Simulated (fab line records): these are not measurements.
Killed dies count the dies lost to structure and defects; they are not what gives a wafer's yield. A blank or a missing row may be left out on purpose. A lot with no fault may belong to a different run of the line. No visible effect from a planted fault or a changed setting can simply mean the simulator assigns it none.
Which tool was responsible? + flow sky130 + 7 lots, 21 wafers sampled, at 3 steps of a route of 708

WHAT THE GAUGES SHOWED, per wafer
SKY_VT_ADJUST_LVTN_TW_MEAS_10.
| lot  | measured     | on            | VT_ADJUST_LVTN_TW |
|------|--------------|---------------|-------------------|
| L331 | day 7 03:10  | film metro-04 | 241.7 242.0 242.7 |
| L333 | day 7 15:46  | film metro-01 | 239.4 239.2 239.9 |
| L335 | day 8 02:34  | film metro-04 | 241.8 242.5 240.3 |
| L339 | day 9 11:12  | film metro-04 | 241.3 242.7 243.0 |
| L342 | day 10 02:49 | film metro-02 | 30.7 30.6 30.5    |
| L347 | day 11 12:31 | film metro-02 | 246.3 248.2 248.3 |
| L353 | day 13 03:49 | film metro-04 | 242.0 241.7 241.8 |

EACH LOT AND THE TOOL THAT RAN IT (in order: tool; ch and the chambers of the sampled wafers; start)
| lot  | SKY_VT_ADJUST_HVTP_STRIP_10          | SKY_VT_ADJUST_LVTN_STRIP_09          |
|------|--------------------------------------|--------------------------------------|
| L331 | plasma asher-04 ch 0,1, day 6 07:34  | plasma asher-04 ch 0,1, day 7 03:04  |
| L333 | plasma asher-03 ch 0,1, day 6 19:56  | plasma asher-02 ch 0,1, day 7 15:39  |
| L335 | plasma asher-03 ch 0,1, day 7 06:41  | plasma asher-04 ch 1, day 8 02:28    |
| L339 | plasma asher-04 ch 0,1, day 8 13:14  | plasma asher-04 ch 0,1, day 9 11:06  |
| L342 | plasma asher-03 ch 0,1, day 9 04:44  | plasma asher-03 ch 0,1, day 10 02:42 |
| L347 | plasma asher-03 ch 0,1, day 10 13:13 | plasma asher-03 ch 0,1, day 11 12:25 |
| L353 | plasma asher-01 ch 0,1, day 12 02:38 | plasma asher-04 ch 1, day 13 03:43   |
- SKY_VT_ADJUST_HVTP_STRIP_10: strips in O2/N2.
- SKY_VT_ADJUST_LVTN_STRIP_09: strips in O2/N2.

THE ANSWER, worked out from the rows above alone
Rule: the usual values come from the lots themselves. Put in order of their means at a reading, lots are off if they are a third of the lots or fewer, leave a main group of 4 or more, and stand apart from it by a gap of 3 or more times the standard deviation of the main group's means; of several such gaps the widest counts. A main group is skipped when, at the precision printed for the reading in the tables above, its means are all equal. A lot without any number at a reading at which 4 lots or more have one is off too. Where the step has rows for the other lots, those lots are counted as sound.
Off: L342, at SKY_VT_ADJUST_LVTN_TW_MEAS_10 (VT_ADJUST_LVTN_TW). The main group has a mean of 242.5 with a standard deviation of 2.5.
A tool fits if, at a process step before that reading, it ran every lot that is off, and no sound lot after the first of them. The gauges at SKY_VT_ADJUST_LVTN_TW_MEAS_10 are tried like those tools. Not one of the candidates tried fits.

WHAT HAD BEEN PUT IN BY THE SIMULATOR
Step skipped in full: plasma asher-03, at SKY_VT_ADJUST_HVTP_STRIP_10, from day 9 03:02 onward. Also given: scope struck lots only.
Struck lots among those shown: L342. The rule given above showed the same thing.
